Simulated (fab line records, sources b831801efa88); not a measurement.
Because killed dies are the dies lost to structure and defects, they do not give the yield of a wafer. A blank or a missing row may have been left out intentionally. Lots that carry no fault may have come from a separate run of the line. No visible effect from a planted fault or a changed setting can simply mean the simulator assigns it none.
Split-lot trial :: flow sfq line :: on a route of 325 steps: 5 lots, 11 wafers read

== ON THE SPLIT ==
At SFQ_TRILAYER_I0_VIA_LITHO_COAT_036 (resist thk 62 nm), the setting resist thk nm was moved away from the recipe's 62 nm on 3 of the 11 wafers read, by -4.0% to +5.2%. For the rest of the wafers, this setting stayed at what the recipe calls for.

Between the split and the reading, the file records no step.

== THE READING ==
etch.depth nm (the simulator's own value, which no gauge read), in nm, at SFQ_TRILAYER_I0_VIA_BARC_OPEN_VIA_ETCH_046 (etches BARC in O2, target depth 125 nm, time 41.7 s). The file does not state a usual value for it. Here, 8 wafers ran the recipe; their average is 62.08 nm with a standard deviation of 0.16 nm.

wafer: L078.3
tool, chamber at the split: litho track-03, 0
resist thk nm as run, nm: 59.52
against the recipe: -4.0%
etch.depth nm, nm: 59.5
against lot-mates on the recipe: -2.53

wafer: L078.5
tool, chamber at the split: litho track-03, 0
resist thk nm as run, nm: 62
against the recipe: recipe
etch.depth nm, nm: 62.03
against lot-mates on the recipe: -

wafer: L079.1
tool, chamber at the split: litho track-03, 0
resist thk nm as run, nm: 62
against the recipe: recipe
etch.depth nm, nm: 62.13
against lot-mates on the recipe: -

wafer: L079.4
tool, chamber at the split: litho track-03, 0
resist thk nm as run, nm: 62
against the recipe: recipe
etch.depth nm, nm: 62.1
against lot-mates on the recipe: -

wafer: L079.5
tool, chamber at the split: litho track-03, 0
resist thk nm as run, nm: 62
against the recipe: recipe
etch.depth nm, nm: 62.33
against lot-mates on the recipe: -

wafer: L080.2
tool, chamber at the split: litho track-04, 0
resist thk nm as run, nm: 62
against the recipe: recipe
etch.depth nm, nm: 61.78
against lot-mates on the recipe: -

wafer: L080.5
tool, chamber at the split: litho track-04, 0
resist thk nm as run, nm: 62
against the recipe: recipe
etch.depth nm, nm: 61.92
against lot-mates on the recipe: -

wafer: L084.4
tool, chamber at the split: litho track-01, 0
resist thk nm as run, nm: 62
against the recipe: recipe
etch.depth nm, nm: 62.21
against lot-mates on the recipe: -

wafer: L085.1
tool, chamber at the split: litho track-01, 0
resist thk nm as run, nm: 62
against the recipe: recipe
etch.depth nm, nm: 62.16
against lot-mates on the recipe: -

wafer: L085.2
tool, chamber at the split: litho track-01, 0
resist thk nm as run, nm: 65.21
against the recipe: +5.2%
etch.depth nm, nm: 65.77
against lot-mates on the recipe: +3.61

wafer: L085.4
tool, chamber at the split: litho track-01, 0
resist thk nm as run, nm: 65.21
against the recipe: +5.2%
etch.depth nm, nm: 65.52
against lot-mates on the recipe: +3.36

FIT RESULTS
A straight line over all 11 wafers: etch.depth nm changes by +0.676 nm for each +1% of resist thk nm; r = +1.00; the points scatter about the line by 0.17 nm.
The same after taking each lot's own level away (the mean of its wafers on the recipe; 11 wafers): +0.662 nm for each +1%; r = +1.00; scatter 0.099 nm.
The reading moves by 3.4 nm for the largest change in resist thk nm, on that fit.
Measured against the standard deviation above, the lots' own levels, which go from 61.850 to 62.210 nm, span 2.2 times it.
So the lot-to-lot level changes the slope little: the two slopes agree.
Check: for one of the wafers moved furthest among these (+5.2%), held out of the fit, the line's prediction against its lot-mates is +3.33 nm. Against them it came out at +3.61 nm.

== ADDITIONAL SPLITS CARRIED BY THESE WAFERS ==
Note: prior to the reading, these wafers also went through further splits. Each is held against what the fit with the lots' levels taken away leaves over:
other split on the same wafers: SFQ_TRILAYER_L0_DEP_SPUTTER_003 time s
wafers away from the commonest value: 1
r with etch.depth nm (lot level and that fit taken away): +0.57

other split on the same wafers: SFQ_TRILAYER_L0_ETCH_METAL_ETCH_008 bias w
wafers away from the commonest value: 2
r with etch.depth nm (lot level and that fit taken away): -0.01

other split on the same wafers: SFQ_TRILAYER_L0_CAP_PECVD_011 time s
wafers away from the commonest value: 5
r with etch.depth nm (lot level and that fit taken away): +0.28

other split on the same wafers: SFQ_TRILAYER_L0_VIA_LITHO_PEB_016 peb temp c
wafers away from the commonest value: 2
r with etch.depth nm (lot level and that fit taken away): -0.29

other split on the same wafers: SFQ_TRILAYER_M0_LITHO_PEB_024 peb temp c
wafers away from the commonest value: 1
r with etch.depth nm (lot level and that fit taken away): -0.08

other split on the same wafers: SFQ_TRILAYER_M0_ETCH_METAL_ETCH_024 bias w
wafers away from the commonest value: 3
r with etch.depth nm (lot level and that fit taken away): +0.02

== THE WHOLE CHAIN: every reading that the file lists as answering this split, in the file's order ==
step: SFQ_TRILAYER_I0_VIA_LITHO_COAT_036
what it does: resist thk 62 nm
reading: BARC_of_TRILAYER_I0_VIA_LITHO_COAT_036.thk nm (the simulator's own value, which no gauge read)
change (the file's fit): +0.63 nm for each +1% of the setting
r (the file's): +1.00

step: SFQ_TRILAYER_I0_VIA_BARC_OPEN_VIA_ETCH_046
what it does: etches BARC in O2, target depth 125 nm, time 41.7 s
reading: etch.depth nm (the simulator's own value, which no gauge read)
change (the file's fit): +0.66 nm for each +1% of the setting
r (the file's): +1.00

== FILE'S OWN FIT ==
etch.depth nm changes by +0.66 nm for each +1% of resist thk nm, r = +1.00.
